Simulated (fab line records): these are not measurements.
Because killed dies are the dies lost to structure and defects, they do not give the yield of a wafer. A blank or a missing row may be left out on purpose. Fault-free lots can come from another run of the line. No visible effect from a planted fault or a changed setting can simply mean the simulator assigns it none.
fab line records	flow sky130
record: lots: 5	wafers: 15	last_day: 50
route steps=708 shown VIA1@475 METAL2@483 PAD_OPEN@708
lots with no fault: from the same line, run without faults
start_h: start of the lot's first displayed wafer, in hours after the record's first day	wait_h: hours from the lot's prior step to this one	" repeats the value in the row above	L1.1+2: a single row standing in for several wafers	- no value present, or no start provided	* or withheld: withheld	< > ~ a bound
route shown NAME@n: NAME is a module with steps in the file, n the number in the route of the first one	usual: the fault-free wafers' mean and standard deviation	same: alike in all rows	chamber/n: place in a boat	sites: each site's reading	_std_site: standard deviation of those values	_edge_site: inner sites' mean taken away from outer sites' mean	radius_mm: for every site, how far away it sits from the centre of the wafer	mask NAME#n: copy n	behind: the tool/chamber that last shaped the wafer	hold: what put the lot on hold/how long, in hours/how the hold closed	device: names the non-switching transistor (n, p or np)	end of line: tests of these same wafers at the route's end	a step given without rows: its recipe and nothing more	killed: dies that structure and defects cost at the first sort, which is not the same as the wafer's yield	map: a wafer's dies, marking killed ones x, the rest . and places with no die _
set.NAME: setting as actually run; set.NAME@STEP: the setting as run at that earlier step	model.NAME: the simulator's own value behind a step, which no gauge read
lots at some steps of the route; a table a step, a row a wafer
services: from which hour (start_h, from the record's first day; less than 0 if before it) a tool's chamber was out of use, for how many hours, and why
== steps ==
step: SKY_VIA1_STRIP_17
recipe: chemistry: post_etch_residue_remover	time_s: 1200	temp_c: 72.5
step: SKY_VIA1_CLEAN_18
recipe: chemistry: IPA	time_s: 180	temp_c: 25
step: SKY_VIA1_CLEAN_19
recipe: chemistry: O3/DIW	dry: n2_spin
step: SKY_VIA1_SPUTTER_20
recipe: material: TiN	target_thk_nm: 20	chamber_pressure_pa: 5	power_w: 4000	time_s: 80
usual: chamber_pressure_pa: 4.999/0.011	throttle_valve_pct: 30.0/1.6
lot.wafer	tool	chamber	start_h	wait_h	chamber_pressure_pa	throttle_valve_pct
L223.1	pvd_sputter-04	-	819.02	0.0	5.015	30.4
L223.2	"	-	"	"	5.014	32.3
L223.6	"	-	"	"	5.015	26.7
L231.2	pvd_sputter-01	-	880.97	0.0	4.991	30.8
L231.3	"	-	"	"	5.007	30.4
L231.5	"	-	"	"	5.020	28.6
L235.1	pvd_sputter-02	-	904.33	0.0	5.001	29.9
L235.5	"	-	"	"	5.009	31.4
L235.6	"	-	"	"	4.997	30.0
L242.1	pvd_sputter-04	-	946.93	0.0	4.995	27.0
L242.3	"	-	"	"	5.001	32.1
L242.6	"	-	"	"	4.998	30.2
L244.2	pvd_sputter-02	-	953.00	0.0	4.989	31.4
L244.3	"	-	"	"	4.998	30.5
L244.6	"	-	"	"	4.995	28.0
step: SKY_VIA1_CVD_21
recipe: material: W	target_thk_nm: 270	time_s: 80.902	temp_c: 400	pressure_torr: 40
step: SKY_VIA1_RS_MEAS_22
recipe: thk_meas_gauge: four-point-probe	reads: W_of_VIA1_CVD_21+TiN_of_VIA1_SPUTTER_20
usual: VIA1_W_RS: 0.422/0.0062
lot.wafer	tool	chamber	start_h	wait_h	VIA1_W_RS[ohm/sq]
L223.1	film_metro-01	-	819.18	0.1	0.417
L223.2	"	-	"	"	0.423
L223.6	"	-	"	"	0.421
L231.2	film_metro-03	-	881.14	0.1	0.434
L231.3	"	-	"	"	0.437
L231.5	"	-	"	"	0.431
L235.1	film_metro-03	-	904.49	0.1	0.426
L235.5	"	-	"	"	0.423
L235.6	"	-	"	"	0.424
L242.1	film_metro-01	-	947.09	0.1	0.426
L242.3	"	-	"	"	0.409
L242.6	"	-	"	"	0.414
L244.2	film_metro-04	-	953.17	0.1	0.424
L244.3	"	-	"	"	0.427
L244.6	"	-	"	"	0.421
step: SKY_VIA1_THK_MEAS_23
recipe: thk_meas_gauge: xrf	reads: W_of_VIA1_CVD_21
usual: VIA1_W_THK: 274/4.4
lot.wafer	tool	chamber	start_h	wait_h	VIA1_W_THK[nm]
L223.1	film_metro-01	-	819.30	0.1	278
L223.2	"	-	"	"	273
L223.6	"	-	"	"	275
L231.2	film_metro-03	-	881.25	0.1	265
L231.3	"	-	"	"	265
L231.5	"	-	"	"	266
L235.1	film_metro-03	-	904.61	0.1	270
L235.5	"	-	"	"	272
L235.6	"	-	"	"	273
L242.1	film_metro-01	-	947.21	0.1	272
L242.3	"	-	"	"	283
L242.6	"	-	"	"	280
L244.2	film_metro-04	-	953.28	0.1	274
L244.3	"	-	"	"	273
L244.6	"	-	"	"	277
step: SKY_VIA1_CMP_24
recipe: stop_on: SiO2	t_overpolish_s: 15	down_force_psi: 3.5	platen_rpm: 60	target_thk_nm: 0	pad_velocity_m_s: 0.94248
step: SKY_METAL2_SPUTTER_00
recipe: material: Ti	target_thk_nm: 15	power_w: 3000	time_s: 10	chamber_pressure_pa: 0.4
usual: chamber_pressure_pa: 0.4000/0.00076	throttle_valve_pct: 29.9/0.95
lot.wafer	tool	chamber	start_h	wait_h	chamber_pressure_pa	throttle_valve_pct
L223.1	pvd_sputter-03	-	819.66	0.1	0.3987	31.1
L223.2	"	-	"	"	0.4005	29.2
L223.6	"	-	"	"	0.3991	30.8
L231.2	pvd_sputter-02	-	881.60	0.2	0.4004	31.7
L231.3	"	-	"	"	0.3986	27.7
L231.5	"	-	"	"	0.4006	30.4
L235.1	pvd_sputter-03	-	904.97	0.1	0.4005	31.2
L235.5	"	-	"	"	0.4003	29.5
L235.6	"	-	"	"	0.4010	31.2
L242.1	pvd_sputter-01	-	947.93	0.1	0.4003	30.6
L242.3	"	-	"	"	0.4009	28.5
L242.6	"	-	"	"	0.3999	28.4
L244.2	pvd_sputter-01	-	953.63	0.1	0.4010	28.7
L244.3	"	-	"	"	0.3997	30.8
L244.6	"	-	"	"	0.3995	30.7
step: SKY_METAL2_SPUTTER_01
recipe: material: TiN	target_thk_nm: 20	power_w: 6500	time_s: 16.7	chamber_pressure_pa: 0.4
step: SKY_METAL2_SPUTTER_02
recipe: material: AlCu	target_thk_nm: 250	power_w: 10600	time_s: 13.3	chamber_pressure_pa: 0.4
usual: chamber_pressure_pa: 0.4001/0.00077	throttle_valve_pct: 29.9/0.94
lot.wafer	tool	chamber	start_h	wait_h	chamber_pressure_pa	throttle_valve_pct
L223.1	pvd_sputter-03	-	819.70	0.0	0.4000	30.9
L223.2	"	-	"	"	0.4003	29.0
L223.6	"	-	"	"	0.3994	30.8
L231.2	pvd_sputter-02	-	881.65	0.0	0.4001	31.2
L231.3	"	-	"	"	0.3996	27.7
L231.5	"	-	"	"	0.4001	30.0
L235.1	pvd_sputter-03	-	905.01	0.0	0.3984	30.9
L235.5	"	-	"	"	0.4005	29.4
L235.6	"	-	"	"	0.3997	31.0
L242.1	pvd_sputter-01	-	947.98	0.0	0.3992	30.6
L242.3	"	-	"	"	0.3996	28.6
L242.6	"	-	"	"	0.3991	28.5
L244.2	pvd_sputter-01	-	953.68	0.0	0.3996	28.6
L244.3	"	-	"	"	0.4004	31.0
L244.6	"	-	"	"	0.4004	30.6
step: SKY_METAL2_SPUTTER_03
recipe: material: Ti	target_thk_nm: 5	power_w: 3000	time_s: 3.3	chamber_pressure_pa: 0.4
step: SKY_METAL2_SPUTTER_04
recipe: material: TiN	target_thk_nm: 70	power_w: 6500	time_s: 58.3	chamber_pressure_pa: 0.4
usual: chamber_pressure_pa: 0.4001/0.00076	throttle_valve_pct: 29.9/0.93
lot.wafer	tool	chamber	start_h	wait_h	chamber_pressure_pa	throttle_valve_pct	model.TiN_of_METAL2_SPUTTER_04.thk_nm
L223.1	pvd_sputter-03	-	819.75	0.0	0.3994	31.3	71.74
L223.2	"	-	"	"	0.4000	29.3	70.68
L223.6	"	-	"	"	0.4003	31.0	71.08
L231.2	pvd_sputter-02	-	881.69	0.0	0.3979	31.6	70.48
L231.3	"	-	"	"	0.4015	28.1	71.15
L231.5	"	-	"	"	0.3986	30.0	71.07
L235.1	pvd_sputter-03	-	905.06	0.0	0.4011	30.9	71.43
L235.5	"	-	"	"	0.3990	29.4	70.68
L235.6	"	-	"	"	0.4006	31.2	54.01
L242.1	pvd_sputter-01	-	948.02	0.0	0.4001	30.6	70.51
L242.3	"	-	"	"	0.4007	28.6	70.38
L242.6	"	-	"	"	0.4000	28.9	70.46
L244.2	pvd_sputter-01	-	953.72	0.0	0.3998	28.6	68.77
L244.3	"	-	"	"	0.4008	31.0	69.34
L244.6	"	-	"	"	0.4001	30.7	69.6
step: SKY_METAL2_RS_MEAS_05
recipe: thk_meas_gauge: four-point-probe	reads: TiN_of_METAL2_SPUTTER_04+Ti_of_METAL2_SPUTTER_03+AlCu_of_METAL2_SPUTTER_02+TiN_of_METAL2_SPUTTER_01+Ti_of_METAL2_SPUTTER_00
usual: METAL2_ALCU_RS: 0.1258/0.0014
lot.wafer	tool	chamber	start_h	wait_h	METAL2_ALCU_RS[ohm/sq]
L223.1	film_metro-03	-	819.80	0.0	0.1237
L223.2	"	-	"	"	0.1251
L223.6	"	-	"	"	0.1241
L231.2	film_metro-02	-	881.76	0.0	0.1268
L231.3	"	-	"	"	0.1267
L231.5	"	-	"	"	0.1261
L235.1	film_metro-02	-	905.11	0.0	0.1250
L235.5	"	-	"	"	0.1273
L235.6	"	-	"	"	0.1265
L242.1	film_metro-01	-	948.07	0.0	0.1260
L242.3	"	-	"	"	0.1252
L242.6	"	-	"	"	0.1246
L244.2	film_metro-03	-	953.79	0.0	0.1257
L244.3	"	-	"	"	0.1251
L244.6	"	-	"	"	0.1262
step: SKY_METAL2_THK_MEAS_06
recipe: thk_meas_gauge: xrf	reads: AlCu_of_METAL2_SPUTTER_02
usual: METAL2_ALCU_THK: 251.9/2.9
lot.wafer	tool	chamber	start_h	wait_h	METAL2_ALCU_THK[nm]
L223.1	film_metro-03	-	819.92	0.1	257.7
L223.2	"	-	"	"	252.1
L223.6	"	-	"	"	255.4
L231.2	film_metro-02	-	881.87	0.1	248.8
L231.3	"	-	"	"	247.8
L231.5	"	-	"	"	249.5
L235.1	film_metro-02	-	905.23	0.1	253.1
L235.5	"	-	"	"	247.2
L235.6	"	-	"	"	257.9
L242.1	film_metro-01	-	948.19	0.1	252.5
L242.3	"	-	"	"	254.0
L242.6	"	-	"	"	255.1
L244.2	film_metro-03	-	953.90	0.1	254.1
L244.3	"	-	"	"	253.3
L244.6	"	-	"	"	253.8
step: SKY_METAL2_DEHYDRATE_07
recipe: temp_c: 200	time_s: 60
step: SKY_METAL2_HMDS_08
recipe: prime_time_s: 60	prime_temp_c: 120
step: SKY_METAL2_COAT_09
recipe: resist: BARC	temp_c: withheld	time_s: withheld	spin_rpm: 3000	resist_thk_nm: 60
step: SKY_METAL2_COAT_10
recipe: resist: KrF-thick	spin_rpm: 3000	resist_thk_nm: 450
step: SKY_METAL2_SOFTBAKE_11
recipe: temp_c: 100	time_s: 90	resist: KrF-thick
step: SKY_METAL2_EXPOSE_12
recipe: mask_id: MM2	na: 0.8	source_shape: annular	sigma_inner: 0.55	sigma_outer: 0.85	target_cd_nm: 140	dose_mj: 28
step: SKY_METAL2_PEB_13
recipe: peb_temp_c: withheld	peb_time_s: withheld	resist: KrF-thick
step: SKY_METAL2_DEVELOP_14
recipe: develop_time_s: 60	resist: KrF-thick	dev_temp_c: 21
step: SKY_METAL2_CD_MEAS_15
recipe: target_cd_nm: 140
usual: cd_nm: 138.9/1.6
lot.wafer	tool	chamber	start_h	wait_h	cd_nm
L223.1	cd_sem-01	-	846.08	-	138.0
L223.2	"	-	"	"	139.1
L223.6	"	-	"	"	137.2
L231.2	cd_sem-02	-	906.63	-	140.8
L231.3	"	-	"	"	141.2
L231.5	"	-	"	"	139.6
L235.1	cd_sem-01	-	929.30	-	141.4
L235.5	"	-	"	"	140.6
L235.6	"	-	"	"	142.1
L242.1	cd_sem-02	-	971.71	-	139.9
L242.3	"	-	"	"	140.1
L242.6	"	-	"	"	140.4
L244.2	cd_sem-01	-	977.07	-	137.8
L244.3	"	-	"	"	137.5
L244.6	"	-	"	"	138.0
step: SKY_METAL2_OVL_MEAS_16
usual: METAL2_OVL: 0/6.7
lot.wafer	tool	chamber	start_h	wait_h	METAL2_OVL[nm]
L223.1	overlay-01	-	846.20	0.1	-3
L223.2	"	-	"	"	-1
L223.6	"	-	"	"	-12
L231.2	overlay-01	-	906.74	0.1	4
L231.3	"	-	"	"	-4
L231.5	"	-	"	"	-1
L235.1	overlay-01	-	929.42	0.1	3
L235.5	"	-	"	"	-2
L235.6	"	-	"	"	-4
L242.1	overlay-02	-	971.83	0.1	-3
L242.3	"	-	"	"	5
L242.6	"	-	"	"	-3
L244.2	overlay-02	-	977.18	0.1	12
L244.3	"	-	"	"	0
L244.6	"	-	"	"	4
step: SKY_METAL2_DESCUM_17
recipe: chemistry: O2	source_power_w: 150	bias_power_w: 0	pressure_mtorr: 10	temp_c: 40	time_s: 8
step: SKY_METAL2_ETCH_18
recipe: chemistry: N2/H2	target: BARC	ion_energy_ev: 200	bias_w: 100	pressure_mtorr: 30	n2_flow_sccm: 100	h2_flow_sccm: 200	icp_w: 500	stop_on: SiO2	time_s: 45.9	target_depth_a: 600
step: SKY_METAL2_METAL_ETCH_19
recipe: target_depth_a: 3600	stop_on: SiO2	over_etch_frac: 0.3	time_s: 78	chemistry: Cl2/BCl3	resist_sidewall_deg: 88	pressure_mtorr: 10	icp_w: 900	bias_w: 48.5	Cl2_flow_sccm: 60	bcl3_flow_sccm: 30
usual: drypump_motor_current_A: 5.6/0.6	oes_product_au: 0.857/0.0056	throttle_valve_pct: 22.264/0.0086
lot.wafer	tool	chamber	start_h	wait_h	drypump_motor_current_A	oes_product_au	rf_hours_counter_h	throttle_valve_pct
L223.1	rie_metal-04	1	846.33	0.0	5.0	0.843	18	22.269
L223.2	"	0	"	"	6.3	0.865	11	22.260
L223.6	"	1	"	"	5.0	0.864	-	22.256
L231.2	rie_metal-03	1	907.06	0.2	5.8	0.852	-	22.276
L231.3	"	1	"	"	5.8	0.865	-	22.267
L231.5	"	1	"	"	5.8	0.863	-	22.268
L235.1	rie_metal-04	0	929.55	0.0	6.3	0.862	14	22.267
L235.5	"	0	"	"	6.3	0.860	-	22.264
L235.6	"	1	"	"	5.0	0.857	-	22.266
L242.1	rie_metal-01	1	971.96	0.0	5.0	0.863	1	22.257
L242.3	"	1	"	"	5.0	0.858	-	22.265
L242.6	"	0	"	"	4.7	0.857	-	22.259
L244.2	rie_metal-03	1	977.30	0.0	5.8	0.860	1	22.259
L244.3	"	0	"	"	6.1	0.854	-	22.275
L244.6	"	0	"	"	6.1	0.861	-	22.263
step: SKY_METAL2_STRIP_20
recipe: chemistry: O2/N2	power_w: 1400	pressure_mtorr: 1500	platen_temp_c: withheld	o2_flow_sccm: 3000	n2_flow_sccm: 300	overash_fraction: 0.5
usual: drypump_motor_current_A: 5.83/0.21	oes_product_au: 0.343/0.0045	strip_time_to_endpoint_s: 2.69/0.051
same: overash_fraction: 0.5
lot.wafer	tool	chamber	start_h	wait_h	drypump_motor_current_A	oes_product_au	rf_hours_counter_h	strip_time_to_endpoint_s
L223.1	plasma_asher-04	0	846.42	0.1	5.72	0.345	103	2.68
L223.2	"	1	"	"	6.10	0.338	103	2.56
L223.6	"	0	"	"	5.73	0.345	-	2.67
L231.2	plasma_asher-02	0	907.26	0.2	5.83	0.352	78	2.74
L231.3	"	0	"	"	5.86	0.341	-	2.75
L231.5	"	0	"	"	5.87	0.337	-	2.72
L235.1	plasma_asher-04	0	929.64	0.1	5.74	0.341	110	2.60
L235.5	"	0	"	"	5.75	0.335	-	2.59
L235.6	"	1	"	"	6.07	0.343	-	2.67
L242.1	plasma_asher-04	1	972.05	0.1	6.09	0.345	114	2.70
L242.3	"	1	"	"	6.08	0.341	-	2.75
L242.6	"	0	"	"	5.77	0.349	-	2.74
L244.2	plasma_asher-04	1	977.39	0.1	6.02	0.340	115	2.69
L244.3	"	0	"	"	5.77	0.343	-	2.68
L244.6	"	1	"	"	6.06	0.344	-	2.70
step: SKY_METAL2_STRIP_21
recipe: chemistry: post_etch_residue_remover	time_s: 1200	temp_c: 72.5
lot.wafer	tool	chamber	start_h	wait_h	model.TiN_of_METAL2_SPUTTER_04.thk_nm
L223.1	wet_bench-04	2	846.52	0.1	71.32
L223.2	"	2	"	"	70.26
L223.6	"	2	"	"	70.66
L231.2	wet_bench-01	3	907.36	0.1	70.06
L231.3	"	3	"	"	70.73
L231.5	"	3	"	"	70.65
L235.1	wet_bench-04	1	929.74	0.1	71.01
L235.5	"	1	"	"	70.26
L235.6	"	1	"	"	53.6
L242.1	wet_bench-02	2	972.15	0.1	70.09
L242.3	"	2	"	"	69.96
L242.6	"	2	"	"	70.04
L244.2	wet_bench-02	1	977.49	0.1	68.35
L244.3	"	1	"	"	68.93
L244.6	"	1	"	"	69.18
step: SKY_METAL2_CLEAN_22
recipe: chemistry: IPA	time_s: 180	temp_c: 25
step: SKY_PAD_OPEN_PROBE_99
usual: defect_limited_yield: 82.3/2	killed_at_M0_to_M3: 43/7.3	killed_at_M4_up: 3.1/1.7	killed_at_contacts: 25/5.3	killed_at_front_end: 15/4.3	killed_at_other: 0.2/0.54	killed_dies: 87/10	killed_open: 48/7.6	killed_short: 38/6.1	sort_bin_3_pad_short: 0.9/0.42	sort_bin_5_function: 10.5/1.5	sort_bin_6_memory: 6.3/1.2	sort_n_pass: 405/10	sort_yield_pct: 82.3/2
same: gross_dies: 492	killed_at_back_side: 0	sort_bin_4_leakage[%]: 0	sort_bin_8_speed[%]: 0
lot.wafer	tool	chamber	start_h	wait_h	defect_limited_yield[%]	killed_at_M0_to_M3	killed_at_M4_up	killed_at_contacts	killed_at_front_end	killed_at_other	killed_dies	killed_open	killed_short	sort_bin_3_pad_short[%]	sort_bin_5_function[%]	sort_bin_6_memory[%]	sort_n_pass	sort_yield_pct[%]
L231.2	prober-01	-	1145.58	0.1	84.3	37	6	20	14	0	77	40	37	1.2	8.1	6.3	415	84.3
L231.3	prober-01	-	1145.63	0.2	82.1	41	4	30	13	0	88	49	39	1.0	11.6	5.3	404	82.1
L231.5	prober-01	-	1145.73	0.2	80.7	43	3	27	22	0	95	57	38	1.0	13.6	4.7	397	80.7
killed by level:class
L231.2 VIA1:geometric_particle:short=9 VIA1:geometric_particle:open=8 CONTACT:geometric_particle:open=7 FIELD_ISO:geometric_particle:short=5 METAL1:geometric_particle:short=5 LI_CONTACT:geometric_particle:open=5 VIA3:geometric_particle:open=5 METAL4:geometric_particle:short=4
L231.3 CONTACT:geometric_particle:open=13 VIA1:geometric_particle:open=12 LI_CONTACT:geometric_particle:open=6 VIA2:geometric_particle:open=5 VIA3:geometric_particle:open=5 LOCAL_INTERCONNECT:geometric_particle:short=4 METAL1:geometric_particle:short=4 VIA1:geometric_particle:short=4
L231.5 CONTACT:geometric_particle:open=14 VIA1:geometric_particle:open=10 VIA3:geometric_particle:open=10 VIA2:geometric_particle:open=6 FIELD_ISO:geometric_particle:open=5 POLY_GATE:geometric_particle:short=5 FIELD_ISO:geometric_particle:short=4 LOCAL_INTERCONNECT:geometric_particle:short=4
== services ==
tool	chamber	start_h	hours	kind
wet_bench-04	-	808.08	11.9	repair
wet_bench-04	-	825.26	2.3	repair
plasma_asher-02	-	851.03	0.5	repair
wet_bench-01	-	856.07	2.0	repair
rie_metal-04	0	858.71	23.8	repair
plasma_asher-04	-	860.28	6.9	repair
plasma_asher-02	-	861.75	1.2	repair
pvd_sputter-03	-	869.83	7.2	repair
wet_bench-02	-	879.51	1.9	pm
rie_metal-04	1	900.10	-	clean
rie_metal-04	1	900.10	20.4	scheduled_down
rie_metal-04	1	900.10	20.4	vent_cycle
rie_metal-03	0	903.81	3.6	repair
pvd_sputter-04	-	914.77	0.9	repair
rie_metal-04	-	916.82	2.8	pm
pvd_sputter-04	-	925.15	19.3	repair
rie_metal-03	-	927.00	4.3	pm
rie_metal-03	1	932.32	-	clean
rie_metal-03	1	932.32	16.8	scheduled_down
rie_metal-03	1	932.32	16.8	vent_cycle
rie_metal-01	1	934.58	-	clean
rie_metal-01	1	934.58	15.3	scheduled_down
pvd_sputter-03	-	960.10	5.2	repair
pvd_sputter-02	-	975.61	3.6	repair
== key ==
first_sign none at tools or gauges
model_effect: step: SKY_METAL2_SPUTTER_04	value: TiN_of_METAL2_SPUTTER_04.thk_nm	without: 71.11	struck: 54.01
model_effect: step: SKY_METAL2_STRIP_21	value: TiN_of_METAL2_SPUTTER_04.thk_nm	without: 70.69	struck: 53.6
met_at SKY_METAL2_SPUTTER_04
struck_wafers L235.6
onset_between 819.75 905.06
fault: kind: process_parameter_drift	tool: pvd_sputter-03	chamber: -	onset_h: 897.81	steps: SKY_METAL2_SPUTTER_04	channel: target_thk_nm	offset: -17.096	shape: step	end_h: 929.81	scope: struck_wafers_only	acts_in: these_recipes_only	stated: 70
